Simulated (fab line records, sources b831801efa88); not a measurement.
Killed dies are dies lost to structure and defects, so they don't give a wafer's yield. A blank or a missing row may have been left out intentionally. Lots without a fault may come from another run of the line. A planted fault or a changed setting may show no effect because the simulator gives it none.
The tool behind it: which one? | flow gf180mcu | 15 lots, 42 wafers sampled, at 4 steps of a route of 602

## WHAT THE GAUGES SHOWED, per wafer
GF_MVPSD_OVL_MEAS_07.
lot  | measured     | on         | MVPSD_OVL (nm)
L814 | day 4 18:11  | overlay-01 | -4.0 -2.3 -2.3
L815 | day 5 11:59  | overlay-02 | -0.8 1.6 1.2
L816 | day 6 00:29  | overlay-01 | 0.1 -0.2 1.4
L817 | day 6 00:35  | overlay-02 | 1.7 0.2 0.8
L818 | day 6 09:29  | overlay-02 | -0.5 -1.0 0.1
L819 | day 6 17:59  | overlay-02 | 0.8 3.6 1.9
L820 | day 6 19:29  | overlay-01 | -0.8 -2.6 -1.6
L821 | day 6 19:50  | overlay-02 | 2.6 1.4 -1.4
L825 | day 7 23:08  | overlay-01 | 0.9 0.3
L830 | day 8 23:41  | overlay-02 | 1.6 2.5
L831 | day 9 07:29  | overlay-01 | 0.7 1.6
L832 | day 9 13:42  | overlay-01 | 0.1 0.0 0.0
L835 | day 10 08:47 | overlay-02 | -3.5 -2.4 -3.2
L836 | day 10 12:14 | overlay-02 | -1.2 -1.6 -0.2
L837 | day 10 20:05 | overlay-01 | -1.3 -0.8 -1.5

GF_SAB_OVL_MEAS_10.
lot  | measured     | on         | SAB_OVL (nm)
L814 | day 14 14:30 | overlay-01 | 1.5 0.9 1.3
L815 | day 15 19:43 | overlay-02 | 2.4 0.9 2.1
L816 | day 16 10:39 | overlay-02 | 1.5 1.5 1.7
L817 | day 16 12:57 | overlay-01 | -1.4 0.2 1.1
L818 | day 17 02:51 | overlay-02 | -0.2 0.3 -0.4
L819 | day 17 14:48 | overlay-02 | 1.3 -0.6 0.0
L820 | day 17 21:57 | overlay-02 | 2.6 1.9 3.1
L821 | day 17 20:43 | overlay-01 | 0.1 1.6 0.3
L825 | day 19 16:38 | overlay-01 | 1.7 1.6
L830 | day 21 03:24 | overlay-02 | 1.6 0.2
L831 | day 21 10:06 | overlay-01 | 3.4 2.5
L832 | day 21 23:04 | overlay-01 | -1.9 -2.5 -1.2
L835 | day 22 22:03 | overlay-02 | -2.1 0.2 -1.0
L836 | day 22 23:22 | overlay-01 | -0.2 1.3 0.0
L837 | day 23 05:30 | overlay-02 | 0.2 1.0 0.7

GF_CONTACT_THK_MEAS_03.
lot  | measured     | on            | CONTACT_CVD_02_THK (nm)
L814 | day 14 15:34 | film metro-03 | 837 856 851
L815 | day 15 20:49 | film metro-01 | 851 846 863
L816 | day 16 11:46 | film metro-04 | 853 857 847
L817 | day 16 14:03 | film metro-03 | 848 851 860
L818 | day 17 03:58 | film metro-01 | 854 870 869
L819 | day 17 15:53 | film metro-01 | 866 874 874
L820 | day 17 23:02 | film metro-04 | 860 857 846
L821 | day 17 21:49 | film metro-03 | 855 885 881
L825 | day 19 17:50 | film metro-04 | 874 889
L830 | day 21 04:30 | film metro-01 | 838 852
L831 | day 21 11:20 | film metro-04 | 874 876
L832 | day 22 00:10 | film metro-01 | 865 886 857
L835 | day 22 23:08 | film metro-03 | 853 865 861
L836 | day 23 00:26 | film metro-03 | 860 882 874
L837 | day 23 06:50 | film metro-04 | 861 868 883

## TOOL THAT RAN EACH LOT (tool first, then ch and the chambers of the sampled wafers, then the start)
lot  | GF_HV_LDD_ETCHBACK_58
L814 | rie diel-02 ch 0,1,2, day 12 02:16
L815 | rie diel-02 ch 0,2,3, day 13 03:16
L816 | rie diel-03 ch 0,1,3, day 13 18:04
L817 | rie diel-02 ch 1,3, day 13 20:07
L818 | rie diel-02 ch 2,3, day 14 09:26
L819 | rie diel-01 ch 0,1, day 14 20:01
L820 | rie diel-03 ch 0,1,2, day 15 00:30
L821 | rie diel-02 ch 2,3, day 14 23:41
L825 | rie diel-03 ch 2, day 16 17:31
L830 | rie diel-03 ch 1,2, day 18 01:00
L831 | rie diel-03 ch 1,2, day 18 07:28
L832 | rie diel-02 ch 0,1,3, day 18 20:58
L835 | rie diel-02 ch 1,2, day 19 20:24
L836 | rie diel-01 ch 1,2,3, day 19 23:04
L837 | rie diel-01 ch 1,2, day 20 05:39
- GF_HV_LDD_ETCHBACK_58: etches Si3N4 in CH3F/O2, stops on SiO2, time 100 s, target depth 90 nm.

## AS READ BY THE TOOLS THEMSELVES (means over the sampled wafers that have a number; for cases with no such wafer, the mark the record gives instead)
GF_HV_LDD_ETCHBACK_58.
lot  | tool        | chamber pressure mTorr (mTorr) | drypump motor current A (A) | oes product au (a.u.) | run length s (s) | throttle valve pct (%)
L814 | rie diel-02 | 25.015                         | 5.7                         | 0.846                 | 128.3            | 10.557
L815 | rie diel-02 | 24.999                         | 5.5                         | 0.846                 | 128.0            | 10.560
L816 | rie diel-03 | 25.011                         | 5.6                         | 0.836                 | 128.2            | 10.559
L817 | rie diel-02 | 25.000                         | 5.4                         | 0.844                 | 128.8            | 10.553
L818 | rie diel-02 | 25.007                         | 5.2                         | 0.844                 | 128.1            | 10.570
L819 | rie diel-01 | 25.016                         | 6.4                         | 0.842                 | 128.1            | 10.565
L820 | rie diel-03 | 25.020                         | 5.5                         | 0.840                 | 128.4            | 10.562
L821 | rie diel-02 | 25.004                         | 5.2                         | 0.843                 | 127.8            | 10.564
L825 | rie diel-03 | 25.014                         | 5.3                         | 0.879                 | 124.2            | 10.552
L830 | rie diel-03 | 25.011                         | 5.8                         | 0.877                 | 124.7            | 10.570
L831 | rie diel-03 | 24.999                         | 5.8                         | 0.869                 | 124.6            | 10.555
L832 | rie diel-02 | 25.002                         | 5.6                         | 0.840                 | 128.8            | 10.551
L835 | rie diel-02 | 24.989                         | 5.5                         | 0.839                 | 127.8            | 10.560
L836 | rie diel-01 | 24.953                         | 5.4                         | 0.844                 | 128.4            | 10.559
L837 | rie diel-01 | 24.994                         | 5.5                         | 0.842                 | 128.2            | 10.556

## THE ANSWER, worked out from the rows above alone
Rule: usual is defined by the lots themselves. The widest of any qualifying gaps counts: lots, ordered by their means at a reading, are off when they make up no more than a third of the lots, leave a main group of 4 or more, and stand apart from it by 3 or more times the standard deviation of that group's means. If all means in a main group match to the digits the tables above print for the reading, that group is not used. A lot without any number at a reading at which 4 lots or more have one is off too. Where the step has rows for the other lots, those lots are counted as sound. Order of review: gauges by route order, followed by the tools' own readings, for which a lot's mean as printed above is used. The first step at which some lot is off is used, and at that step the reading that is off furthest; a lot without a number counts as furthest.
Off: L825, L830, L831, at GF_HV_LDD_ETCHBACK_58 (run length s). The main group: mean 128.2 s, standard deviation 0.31.
If a tool, at that step or one of the process steps before it, ran each lot that is off and ran no sound lot following the first of them, it fits. One fits: rie diel-03 at GF_HV_LDD_ETCHBACK_58. A fault onset in the window from L820 (day 15 00:30, its last sound lot) to L825 (day 16 17:31, its first lot off) fits.
The tool's own readings at GF_HV_LDD_ETCHBACK_58 bear it out: on the lots that are off they differ by more than 5 times the standard deviation of the sound lots' means. oes product au reads 0.875 a.u. there against 0.842 a.u. on the sound lots; run length s reads 124.5 s there against 128.2 s on the sound lots.

## WHAT THE SIMULATOR HAD PUT IN
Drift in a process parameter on rie diel-03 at GF_HV_LDD_ETCHBACK_58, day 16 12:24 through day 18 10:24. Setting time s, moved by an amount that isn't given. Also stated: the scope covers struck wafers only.
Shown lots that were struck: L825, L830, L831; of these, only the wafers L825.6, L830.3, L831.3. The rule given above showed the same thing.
